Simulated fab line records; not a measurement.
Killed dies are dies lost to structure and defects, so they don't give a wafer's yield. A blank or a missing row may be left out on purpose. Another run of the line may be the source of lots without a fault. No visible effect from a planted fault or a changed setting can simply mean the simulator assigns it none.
A lot that was struck, set against a sound lot	flow gf180mcu	16 steps out of a route of 602
Sound: these wafers, L599.3, L599.4, L599.5. The struck wafers were L602.2, L602.4, L602.6. At the end, the cause is stated.
Order at every step that has rows: each side's tool, ch and its chambers, its first start. Under that, the readings that differ: sound wafers	struck wafers	difference of the means	sigmas: that difference in standard deviations of wafers without a fault.
alike: a reading whose means differ by less than 2 such deviations, as well as words and numbers matching on both sides. not compared: withheld readings; readings where some wafer has no value; bounds like >300 that might hide an equal value; numbers whose values overlap and for which the record gives no deviation.
Wherever a step has rows on one side only, a row that says differs or no value, or a row with sigmas, the two part there. Numbers that have no deviation but don't overlap get no sigmas and don't part them. Lack of a reading on every wafer of one side parts them only where that side has two or more wafers.

GF_STI_BOW_MEAS_00:
  sound on film_metro-04 at day 2 06:02; struck on film_metro-03 at day 2 21:01
  alike: INCOMING_BOW
then, 1 step without rows for these wafers: GF_STI_OXIDATION_01 (stabilise 600 s, purge 300 s, target thk 10 nm).
GF_STI_THK_MEAS_02:
  sound on film_metro-03 at day 2 10:41; struck on film_metro-03 at day 2 22:31
  alike: STI_OXIDATION_THK
then, 1 step without rows for these wafers: GF_STI_CVD_03 (deposits Si3N4 from DCS/NH3, target thk 207.16 nm, time 3551 s).
GF_STI_THK_MEAS_04:
  sound on film_metro-02 at day 2 13:44; struck on film_metro-02 at day 3 00:34
reading	sound	struck	difference	sigmas
STI_CVD_03_THK (nm)	209.1 207.5 207.9	213.3 213.3 212.0	+4.7	+2
then, 5 steps without rows for these wafers: GF_STI_DEHYDRATE_05 (time 60 s); GF_STI_HMDS_06 (prime time 60 s); GF_STI_COAT_07 (resist thk 700 nm); GF_STI_SOFTBAKE_08 (time 60 s); GF_STI_EXPOSE_09 (exposes mask COMP, target cd 220 nm).
GF_STI_PEB_10: peb time 90 s.
  sound on litho_track-04 ch 0, day 3 01:57; struck on litho_track-04 ch 0, day 3 11:52
reading	sound	struck	difference	sigmas
heater_power_total_W (W)	85.58 85.79 85.66	84.93 84.68 84.81	-0.87	-11
plate_temp_C (C)	134.86 134.85 134.86	133.84 133.78 133.82	-1.04	-7
then, 1 step without rows for these wafers: GF_STI_DEVELOP_11 (develop time 60 s).
GF_STI_CD_MEAS_12: the cd target is 220 nm.
  sound on cd_sem-02 at day 3 02:16; struck on cd_sem-02 at day 3 12:12
  alike: cd_nm
GF_STI_ETCH_13: etches the open film in CHF3/O2, stops on Si, target depth 282.31 nm, time 112.9 s.
  sound on rie_diel-04 ch 0,1,3, day 3 02:21; struck on rie_diel-01 ch 0,1,3, day 3 12:18
reading	sound	struck	difference	sigmas
model.STI.cd_nm (nm)	220.7 219.8 219.3	221.9 221.8 221.4	+1.8	
  alike: drypump_motor_current_A, oes_product_au, throttle_valve_pct
  not compared: rf_hours_counter_h
GF_STI_ETCH_14: etches Si in HBr/Cl2/O2, target depth 360 nm, time 102.9 s.
  sound on rie_si-01 ch 1,2, day 3 02:26; struck on rie_si-01 ch 2,3, day 3 12:23
  alike: drypump_motor_current_A, oes_product_au, throttle_valve_pct
  not compared: rf_hours_counter_h
-- the record jumps here: 28 days lie between the struck wafers' starts before and after (it left off in module STI and takes up again in module PASSIVATION, whose first step shown is number 602 of the route) --
GF_PASSIVATION_PROBE_99:
  rows exist in the record for the struck wafers here (prober-02, day 31 07:19), but not for the sound ones

== WHERE THEY PART ==
Earliest at GF_STI_THK_MEAS_04; latest, in this record, at GF_PASSIVATION_PROBE_99.

WHY: what the simulator had put in
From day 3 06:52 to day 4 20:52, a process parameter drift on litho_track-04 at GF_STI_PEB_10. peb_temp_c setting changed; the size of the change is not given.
